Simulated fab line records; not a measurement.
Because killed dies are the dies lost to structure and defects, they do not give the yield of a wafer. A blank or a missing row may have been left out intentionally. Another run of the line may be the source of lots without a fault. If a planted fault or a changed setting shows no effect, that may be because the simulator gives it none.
Chamber matching | flow sky130 | SKY_VIA2_ETCH_15 on rie-diel-04: 4 sister chambers
The step etches SiO2 in C4F8/O2/Ar, stops on TiN, target depth 546 nm, time 84 s. 8 wafers are shown with their chamber, then 8 later ones without.

== WAFERS PAIRED WITH THEIR CHAMBERS ==
wafer  | chamber | oes-product-au (a.u.)
L081.6 | 2       | 0.930
L085.1 | 0       | 0.941
L085.4 | 1       | 0.942
L085.5 | 3       | 0.939
L086.1 | 2       | 0.943
L086.2 | 0       | 0.944
L086.3 | 1       | 0.935
L086.4 | 3       | 0.947

== WAFERS WITHOUT THEIR CHAMBER ==
wafer  | oes-product-au (a.u.)
L086.5 | 0.941
L086.6 | 0.943
L088.1 | 0.941
L088.5 | 0.938
L088.6 | 0.941
L089.1 | 0.939
L089.4 | 0.939
L089.5 | 0.943

== WHICH CHAMBER EACH WENT THROUGH ==
wafer  | from the rows above               | in truth
L086.5 | can't be placed: 0 or 3 or 1 or 2 | 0
L086.6 | can't be placed: 3 or 0 or 1 or 2 | 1
L088.1 | can't be placed: 0 or 3 or 1 or 2 | 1
L088.5 | can't be placed: 1 or 2 or 0 or 3 | 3
L088.6 | can't be placed: 0 or 3 or 1 or 2 | 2
L089.1 | can't be placed: 1 or 2 or 0 or 3 | 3
L089.4 | can't be placed: 1 or 2 or 0 or 3 | 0
L089.5 | can't be placed: 3 or 0 or 1 or 2 | 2
0 of 8 placed correctly. From these rows, 8 cannot be placed; in 8 the true chamber is one of the candidates. Wrongly placed: 0.
How it was worked out, from the rows above alone: a wafer's distance from a chamber is the root of the sum, over the readings, of the square of ((its reading less the chamber's mean) divided by the reading's scatter). If the next closest chamber is less than 2 further off than the closest, the wafer can't be placed; otherwise it belongs to the closest. Each chamber's mean is taken over the wafers shown for it. The scatter: take each reading less its chamber's mean, square it, sum over the shown wafers, divide by the number of wafers less the number of chambers, and take the root.
